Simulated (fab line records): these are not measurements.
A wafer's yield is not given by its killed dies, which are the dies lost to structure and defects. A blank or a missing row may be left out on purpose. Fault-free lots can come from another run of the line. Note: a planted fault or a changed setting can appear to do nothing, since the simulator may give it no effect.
A lot that was struck, set against a sound lot	flow sky130	15 steps out of a route of 708
Sound: these wafers, L306.3, L306.4, L306.5. The struck wafers were L317.1, L317.5, L317.6. At the end, the cause is stated.
At each step with rows: each side's tool, then ch and its chambers, then its first start. Under that, the readings that differ: sound wafers	struck wafers	difference of the means	sigmas: that difference in standard deviations of wafers without a fault.
alike: a reading whose means differ by less than 2 such deviations, as well as words and numbers matching on both sides. not compared: withheld readings; readings where some wafer has no value; bounds like >300 that might hide an equal value; numbers whose values overlap and for which the record gives no deviation.
A row with sigmas, a row that says differs or no value, or rows on one side alone: a step with any of these is where the two part. Numbers that don't overlap but have no deviation are shown without sigmas and don't part them. A reading missing from all wafers of one side parts the sides only when that side holds two or more wafers.

first, 8 steps without rows for these wafers: SKY_LI_CONTACT_DEHYDRATE_04 (time 60 s); SKY_LI_CONTACT_HMDS_05 (prime time 60 s); SKY_LI_CONTACT_COAT_06 (resist thk 60 nm); SKY_LI_CONTACT_COAT_07 (resist thk 450 nm); SKY_LI_CONTACT_SOFTBAKE_08 (time 90 s); SKY_LI_CONTACT_EXPOSE_09 (exposes mask LICM1, target cd 170 nm); SKY_LI_CONTACT_PEB_10; SKY_LI_CONTACT_DEVELOP_11 (develop time 60 s).
SKY_LI_CONTACT_CD_MEAS_12: target cd 170 nm.
  sound: cd-sem-02 at day 30 21:49; struck: cd-sem-01 at day 35 05:48
  alike: cd-nm
SKY_LI_CONTACT_OVL_MEAS_13:
  sound: overlay-02 at day 30 21:54; struck: overlay-01 at day 35 05:55
  alike: LI_CONTACT_OVL
SKY_LI_CONTACT_ETCH_14: etches BARC in N2/H2, stops on SiO2, time 45.9 s, target depth 60 nm.
  sound on rie-diel-02 ch 0,2,3, day 30 21:55; struck on rie-diel-02 ch 1,2,3, day 35 05:58
  alike: drypump-motor-current-A, oes-product-au, rf-fwd-power-W, throttle-valve-pct
  not compared: rf-hours-counter-h
SKY_LI_CONTACT_ETCH_15: etches PSG in C4F8/O2/Ar, stops on Si, target depth 600 nm.
  sound on rie-diel-02 ch 0,2,3, day 30 21:58; struck on rie-diel-02 ch 1,2,3, day 35 06:00
  alike: oes-product-au, rf-fwd-power-W
SKY_LI_CONTACT_STRIP_16: strips in O2/N2.
  sound on plasma-asher-03 ch 0,1, day 30 22:05; struck on plasma-asher-02 ch 0,1, day 35 06:05
  no value came back on the struck wafers for chamber-pressure-mTorr (mTorr), drypump-motor-current-A (A), oes-product-au (a.u.), strip-time-to-endpoint-s (s); on the sound wafers chamber-pressure-mTorr (mTorr) reads 1497.9 1500.8 1501.9
reading	sound	struck	difference	sigmas
model.KrF-thick_of_LI_CONTACT_COAT_07.thk-nm (nm)	0 0 0	232.2 230.9 236.9	+233.3	
  not compared: rf-hours-counter-h
then, 1 step without rows for these wafers: SKY_LI_CONTACT_CLEAN_17 (cleans in NMP, time 600 s).
-- a jump in the record: the struck wafers' starts before and after are 15 days apart (it breaks off in module LI_CONTACT and resumes in module PAD_OPEN, where the first step shown is number 708 of the route) --
SKY_PAD_OPEN_PROBE_99:
  the record has rows for the struck wafers here (prober-02, day 50 03:07) and none for the sound ones

WHERE THEY PART
Earliest at SKY_LI_CONTACT_STRIP_16; latest, in this record, at SKY_PAD_OPEN_PROBE_99.

WHY: what had been put in by the simulator
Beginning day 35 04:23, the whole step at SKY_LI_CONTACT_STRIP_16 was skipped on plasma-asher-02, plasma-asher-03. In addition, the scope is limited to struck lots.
